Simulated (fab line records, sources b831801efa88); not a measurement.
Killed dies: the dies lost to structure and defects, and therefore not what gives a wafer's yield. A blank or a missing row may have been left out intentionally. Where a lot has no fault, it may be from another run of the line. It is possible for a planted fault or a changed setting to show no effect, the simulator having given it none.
Which tool is to blame? -- flow gf180mcu -- 39 wafers from 13 lots sampled at 5 of the route's 602 steps

## WHAT THE GAUGES SHOWED, per wafer
GF_MIM_THK_MEAS_06.
lot,measured,on,MIM_CVD_05_THK (nm)
L474,day 24 16:12,film metro-04,40.8 42.7 42.5
L475,day 24 22:38,film metro-02,42.5 42.0 42.6
L477,day 25 18:21,film metro-02,41.3 41.5 41.4
L478,day 26 04:07,film metro-02,41.6 41.2 42.3
L479,day 26 12:49,film metro-03,41.9 41.1 41.4
L485,day 28 15:34,film metro-04,42.3 42.3 42.6
L488,day 29 15:09,film metro-02,41.6 42.5 42.3
L489,day 29 19:41,film metro-03,40.6 40.8 41.0
L490,day 29 20:02,film metro-03,42.1 42.6 42.2
L491,day 30 05:35,film metro-02,42.0 41.9 42.5
L492,day 30 07:32,film metro-03,42.2 41.8 42.4
L495,day 31 02:42,film metro-02,42.2 42.2 42.5
L496,day 31 08:30,film metro-02,42.4 42.5 42.6

GF_V5_THK_MEAS_01.
lot,measured,on,V5_CVD_00_THK (nm)
L474,day 26 12:08,film metro-02,301 299 300
L475,day 26 18:05,film metro-01,304 302 298
L477,day 27 13:05,film metro-02,294 294 297
L478,day 27 22:42,film metro-04,602 598 599 602 598 599
L479,day 28 07:37,film metro-01,599 592 596 599 592 596
L485,day 30 06:19,film metro-01,303 303 301
L488,day 31 04:49,film metro-01,302 299 300
L489,day 31 09:23,film metro-01,300 302 302
L490,day 31 09:44,film metro-04,296 299 305
L491,day 31 18:34,film metro-02,295 306 295
L492,day 31 20:23,film metro-02,292 300 303
L495,day 32 14:29,film metro-04,305 303 303
L496,day 32 19:42,film metro-04,299 302 299

## WHAT TOOL EACH LOT RAN ON (gives the tool, then ch and the chambers of the sampled wafers, and finally the start)
lot,GF_MIM_SPUTTER_07,GF_MIM_METAL_ETCH_19,GF_V5_CVD_00
L474,"pvd sputter-04, day 24 16:14","rie metal-02 ch 0,1, day 25 14:15","hdpcvd-02 ch 1,2, day 26 12:04"
L475,"pvd sputter-02, day 24 22:41","rie metal-02 ch 0,1, day 25 20:14","hdpcvd-01 ch 0,1,2, day 26 18:02"
L477,"pvd sputter-03, day 25 18:25","rie metal-03 ch 0,1, day 26 14:50","hdpcvd-02 ch 0,1,2, day 27 13:02"
L478,"pvd sputter-02, day 26 04:11","rie metal-02 ch 0,1, day 27 00:59","hdpcvd-02 ch 0,1,2, day 27 22:19"
L479,"pvd sputter-02, day 26 12:53","rie metal-03 ch 0,1, day 27 09:35","hdpcvd-02 ch 0,1,2, day 28 07:21"
L485,"pvd sputter-04, day 28 15:37","rie metal-03 ch 0,1, day 29 10:48","hdpcvd-02 ch 0,2, day 30 06:15"
L488,"pvd sputter-02, day 29 15:12","rie metal-02 ch 0,1, day 30 09:59","hdpcvd-01 ch 0,1, day 31 04:46"
L489,"pvd sputter-02, day 29 19:44","rie metal-03 ch 0,1, day 30 13:47","hdpcvd-02 ch 1,2, day 31 09:20"
L490,"pvd sputter-03, day 29 20:05","rie metal-01 ch 0,1, day 30 14:17","hdpcvd-01 ch 0,1, day 31 09:41"
L491,"pvd sputter-04, day 30 05:38","rie metal-01 ch 0,1, day 30 23:41","hdpcvd-02 ch 0,1,2, day 31 18:31"
L492,"pvd sputter-02, day 30 07:36","rie metal-02 ch 0,1, day 31 01:56","hdpcvd-01 ch 0,1,2, day 31 20:20"
L495,"pvd sputter-02, day 31 02:45","rie metal-02 ch 0,1, day 31 20:14","hdpcvd-01 ch 1,2, day 32 14:26"
L496,"pvd sputter-02, day 31 08:33","rie metal-02 ch 0,1, day 32 01:20","hdpcvd-02 ch 1,2, day 32 19:39"
- GF_MIM_SPUTTER_07: material TiN, target thk 60 nm, time 50 s.
- GF_MIM_METAL_ETCH_19: etches the open film in Cl2/BCl3, stops on Si3N4, target depth 324.5 nm, time 54.1 s.
- GF_V5_CVD_00: deposits SiO2, target thk 300 nm, time 50 s.

## WHAT THE TOOLS THEMSELVES READ (means of the sampled wafers that have a number; where no wafer has one, the mark that the record gives instead)
GF_MIM_SPUTTER_07.
lot,tool,throttle valve pct (%)
L474,pvd sputter-04,29.8
L475,pvd sputter-02,30.7
L477,pvd sputter-03,29.7
L478,pvd sputter-02,30.6
L479,pvd sputter-02,30.6
L485,pvd sputter-04,29.4
L488,pvd sputter-02,31.4
L489,pvd sputter-02,29.9
L490,pvd sputter-03,29.7
L491,pvd sputter-04,30.0
L492,pvd sputter-02,30.4
L495,pvd sputter-02,30.8
L496,pvd sputter-02,30.1

GF_MIM_METAL_ETCH_19.
lot,tool,chamber pressure mTorr (mTorr),drypump motor current A (A),he backside leak sccm (sccm),oes product au (a.u.),rf fwd power W (W),throttle valve pct (%)
L474,rie metal-02,7.997,6.0,3.11,0.949,790,28.273
L475,rie metal-02,8.001,6.2,3.14,0.947,788,28.282
L477,rie metal-03,8.002,5.5,3.22,0.941,794,28.289
L478,rie metal-02,7.996,6.2,3.21,0.944,789,28.277
L479,rie metal-03,8.002,5.3,3.30,0.945,792,28.274
L485,rie metal-03,7.994,5.3,3.18,0.950,796,28.276
L488,rie metal-02,8.007,6.2,3.27,0.944,789,28.277
L489,rie metal-03,8.003,5.5,3.06,0.946,791,28.293
L490,rie metal-01,7.993,5.4,3.18,0.942,791,28.277
L491,rie metal-01,8.006,5.1,3.15,0.948,792,28.279
L492,rie metal-02,8.004,6.0,3.08,0.946,786,28.268
L495,rie metal-02,7.998,6.2,3.07,0.948,787,28.275
L496,rie metal-02,8.002,6.0,3.06,0.944,790,28.284

## THE ANSWER, worked out from the rows above alone
Rule: usual is defined by the lots themselves. Put in order of their means at a reading, lots are off if they are a third of the lots or fewer, leave a main group of 4 or more, and stand apart from it by a gap of 3 or more times the standard deviation of the main group's means; of several such gaps the widest counts. If all means in a main group match to the digits the tables above print for the reading, that group is not used. A lot without any number at a reading at which 4 lots or more have one is off too. Where the step has rows for the other lots, those lots are counted as sound. The gauges are gone through in route order, then the tools' own readings, and for those a lot's mean is taken as printed above. At the first step where some lot is off, the reading lying furthest off is the one used; lots without a number count as furthest.
Off: at GF_V5_THK_MEAS_01 (V5_CVD_00_THK), L478, L479. Mean 300 nm and standard deviation 2.2 in the main group.
If a tool, at a process step before that reading, ran all the lots that are off and no sound lot after the first of them, it fits. Gauges at GF_V5_THK_MEAS_01: tried the same way as those tools. Of those tried, none fits.

## WHAT THE SIMULATOR HAD PUT IN
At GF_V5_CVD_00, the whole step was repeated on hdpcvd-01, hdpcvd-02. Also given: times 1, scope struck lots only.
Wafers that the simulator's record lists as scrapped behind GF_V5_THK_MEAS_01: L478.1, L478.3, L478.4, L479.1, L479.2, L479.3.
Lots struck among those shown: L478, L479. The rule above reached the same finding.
